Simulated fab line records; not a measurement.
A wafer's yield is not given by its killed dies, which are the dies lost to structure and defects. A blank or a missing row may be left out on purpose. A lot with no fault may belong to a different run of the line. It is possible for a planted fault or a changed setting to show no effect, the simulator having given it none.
Split-lot experiment || flow sfqLine || 27 wafers read across 5 lots, on a route 325 steps long

THE SPLIT ITSELF
At SFQ_TRILAYER_M6_BARC_OPEN_METAL_ETCH_206 (etches BARC in O2, target depth 125 nm, time 41.7 s), the setting timeS was moved away from the recipe's 41.7 s on 9 of the 27 wafers read, by -46.8% to -20.2%. This setting was run at the recipe's value on the other wafers.

The reading is taken at the split's own step.

THE READING
oesProductAu, in a.u., at SFQ_TRILAYER_M6_BARC_OPEN_METAL_ETCH_206 (etches BARC in O2, target depth 125 nm, time 41.7 s). A value of 0.685 a.u. with a standard deviation of 0.0043 a.u. is what fault-free wafers of this fab line usually give.

{"wafer": "L074.1", "tool, chamber at the split": "rieMetal-04, 0", "timeS as run, s": 41.7, "against the recipe": "recipe", "oesProductAu, a.u.": 0.690, "against lot-mates on the recipe": "-"}
{"wafer": "L074.2", "tool, chamber at the split": "rieMetal-04, 1", "timeS as run, s": 41.7, "against the recipe": "recipe", "oesProductAu, a.u.": 0.687, "against lot-mates on the recipe": "-"}
{"wafer": "L074.3", "tool, chamber at the split": "rieMetal-04, 0", "timeS as run, s": 41.7, "against the recipe": "recipe", "oesProductAu, a.u.": 0.681, "against lot-mates on the recipe": "-"}
{"wafer": "L074.4", "tool, chamber at the split": "rieMetal-04, 1", "timeS as run, s": 41.7, "against the recipe": "recipe", "oesProductAu, a.u.": 0.684, "against lot-mates on the recipe": "-"}
{"wafer": "L074.5", "tool, chamber at the split": "rieMetal-04, 0", "timeS as run, s": 41.7, "against the recipe": "recipe", "oesProductAu, a.u.": 0.691, "against lot-mates on the recipe": "-"}
{"wafer": "L074.6", "tool, chamber at the split": "rieMetal-04, 1", "timeS as run, s": 41.7, "against the recipe": "recipe", "oesProductAu, a.u.": 0.683, "against lot-mates on the recipe": "-"}
{"wafer": "L075.1", "tool, chamber at the split": "rieMetal-02, 0", "timeS as run, s": 25.76, "against the recipe": "-38.2%", "oesProductAu, a.u.": 0.865, "against lot-mates on the recipe": "+0.180"}
{"wafer": "L075.2", "tool, chamber at the split": "rieMetal-02, 1", "timeS as run, s": 41.7, "against the recipe": "recipe", "oesProductAu, a.u.": 0.688, "against lot-mates on the recipe": "-"}
{"wafer": "L075.3", "tool, chamber at the split": "rieMetal-02, 0", "timeS as run, s": 25.76, "against the recipe": "-38.2%", "oesProductAu, a.u.": 0.879, "against lot-mates on the recipe": "+0.194"}
{"wafer": "L075.4", "tool, chamber at the split": "rieMetal-02, 1", "timeS as run, s": 25.76, "against the recipe": "-38.2%", "oesProductAu, a.u.": 0.872, "against lot-mates on the recipe": "+0.187"}
{"wafer": "L075.5", "tool, chamber at the split": "rieMetal-02, 1", "timeS as run, s": 41.7, "against the recipe": "recipe", "oesProductAu, a.u.": 0.684, "against lot-mates on the recipe": "-"}
{"wafer": "L075.6", "tool, chamber at the split": "rieMetal-02, 0", "timeS as run, s": 41.7, "against the recipe": "recipe", "oesProductAu, a.u.": 0.683, "against lot-mates on the recipe": "-"}
{"wafer": "L081.3", "tool, chamber at the split": "rieMetal-02, 1", "timeS as run, s": 41.7, "against the recipe": "recipe", "oesProductAu, a.u.": 0.692, "against lot-mates on the recipe": "-"}
{"wafer": "L081.4", "tool, chamber at the split": "rieMetal-02, 0", "timeS as run, s": 41.7, "against the recipe": "recipe", "oesProductAu, a.u.": 0.688, "against lot-mates on the recipe": "-"}
{"wafer": "L081.5", "tool, chamber at the split": "rieMetal-02, 0", "timeS as run, s": 41.7, "against the recipe": "recipe", "oesProductAu, a.u.": 0.680, "against lot-mates on the recipe": "-"}
{"wafer": "L083.1", "tool, chamber at the split": "rieMetal-03, 0", "timeS as run, s": 22.18, "against the recipe": "-46.8%", "oesProductAu, a.u.": 0.954, "against lot-mates on the recipe": "+0.270"}
{"wafer": "L083.2", "tool, chamber at the split": "rieMetal-03, 1", "timeS as run, s": 41.7, "against the recipe": "recipe", "oesProductAu, a.u.": 0.681, "against lot-mates on the recipe": "-"}
{"wafer": "L083.3", "tool, chamber at the split": "rieMetal-03, 1", "timeS as run, s": 22.18, "against the recipe": "-46.8%", "oesProductAu, a.u.": 0.958, "against lot-mates on the recipe": "+0.274"}
{"wafer": "L083.4", "tool, chamber at the split": "rieMetal-03, 0", "timeS as run, s": 41.7, "against the recipe": "recipe", "oesProductAu, a.u.": 0.682, "against lot-mates on the recipe": "-"}
{"wafer": "L083.5", "tool, chamber at the split": "rieMetal-03, 0", "timeS as run, s": 41.7, "against the recipe": "recipe", "oesProductAu, a.u.": 0.689, "against lot-mates on the recipe": "-"}
{"wafer": "L083.6", "tool, chamber at the split": "rieMetal-03, 1", "timeS as run, s": 22.18, "against the recipe": "-46.8%", "oesProductAu, a.u.": 0.948, "against lot-mates on the recipe": "+0.264"}
{"wafer": "L084.1", "tool, chamber at the split": "rieMetal-02, 1", "timeS as run, s": 33.27, "against the recipe": "-20.2%", "oesProductAu, a.u.": 0.769, "against lot-mates on the recipe": "+0.084"}
{"wafer": "L084.2", "tool, chamber at the split": "rieMetal-02, 0", "timeS as run, s": 41.7, "against the recipe": "recipe", "oesProductAu, a.u.": 0.684, "against lot-mates on the recipe": "-"}
{"wafer": "L084.3", "tool, chamber at the split": "rieMetal-02, 1", "timeS as run, s": 41.7, "against the recipe": "recipe", "oesProductAu, a.u.": 0.685, "against lot-mates on the recipe": "-"}
{"wafer": "L084.4", "tool, chamber at the split": "rieMetal-02, 0", "timeS as run, s": 33.27, "against the recipe": "-20.2%", "oesProductAu, a.u.": 0.758, "against lot-mates on the recipe": "+0.073"}
{"wafer": "L084.5", "tool, chamber at the split": "rieMetal-02, 1", "timeS as run, s": 41.7, "against the recipe": "recipe", "oesProductAu, a.u.": 0.687, "against lot-mates on the recipe": "-"}
{"wafer": "L084.6", "tool, chamber at the split": "rieMetal-02, 0", "timeS as run, s": 33.27, "against the recipe": "-20.2%", "oesProductAu, a.u.": 0.771, "against lot-mates on the recipe": "+0.086"}

THE FIT
A straight line over all 27 wafers: oesProductAu changes by -0.00531 a.u. for each +1% of timeS; r = -0.99; the points scatter about the line by 0.013 a.u.
The same after taking each lot's own level away (the mean of its wafers on the recipe; 27 wafers): -0.00534 a.u. for each +1%; r = -0.99; scatter 0.013 a.u.
Per that fit: largest timeS move, reading shift of 0.25 a.u.
From 0.6840 to 0.6867 a.u.: that is the span of the lots' own levels, equal to 0.6 times the standard deviation above.
Hence the lot-to-lot level has little effect on the slope; both slopes agree.
Check: +0.242 a.u. against its lot-mates is what the line predicts for one of the wafers moved furthest among these (-46.8%) when that wafer is left out of the fit. It came out at +0.27 a.u. against them.
Tool readings at the split's step, against how far the setting was moved: oesProductAu r = -0.99.

THE OTHER SPLITS THESE WAFERS WENT THROUGH
Note: prior to the reading, these wafers also went through further splits. Each is held against what the fit with the lots' levels taken away leaves over:
{"other split on the same wafers": "SFQ_TRILAYER_R5_DEP_SPUTTER_133 timeS", "wafers away from the commonest value": 12, "r with oesProductAu (lot level and that fit taken away)": "+0.17"}
{"other split on the same wafers": "SFQ_TRILAYER_C5_BARC_OPEN_VIA_ETCH_210 timeS", "wafers away from the commonest value": 9, "r with oesProductAu (lot level and that fit taken away)": "+0.28"}

THE WHOLE CHAIN: every reading that the file lists as answering this split, in the file's order
{"step": "SFQ_TRILAYER_M6_BARC_OPEN_METAL_ETCH_206", "what it does": "etches BARC in O2, target depth 125 nm, time 41.7 s", "reading": "oesProductAu", "change (the file's fit)": "-0.00527 a.u. for each +1% of the setting", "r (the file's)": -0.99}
{"step": "SFQ_TRILAYER_M6_BARC_OPEN_METAL_ETCH_206", "what it does": "etches BARC in O2, target depth 125 nm, time 41.7 s", "reading": "KrF_of_TRILAYER_M6_LITHO_COAT_159.thkNm (the simulator's own value, which no gauge read)", "change (the file's fit)": "-0.518 nm for each +1% of the setting", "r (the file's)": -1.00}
{"step": "SFQ_TRILAYER_M6_ETCH_METAL_ETCH_162", "what it does": "etches Nb in Cl2/Ar, stops on SiO2, target depth 240 nm, time 120 s", "reading": "KrF_of_TRILAYER_M6_LITHO_COAT_159.thkNm (the simulator's own value, which no gauge read)", "change (the file's fit)": "-0.54 nm for each +1% of the setting", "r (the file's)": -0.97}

FILE'S OWN FIT
oesProductAu changes by -0.00527 a.u. for each +1% of timeS, r = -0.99.
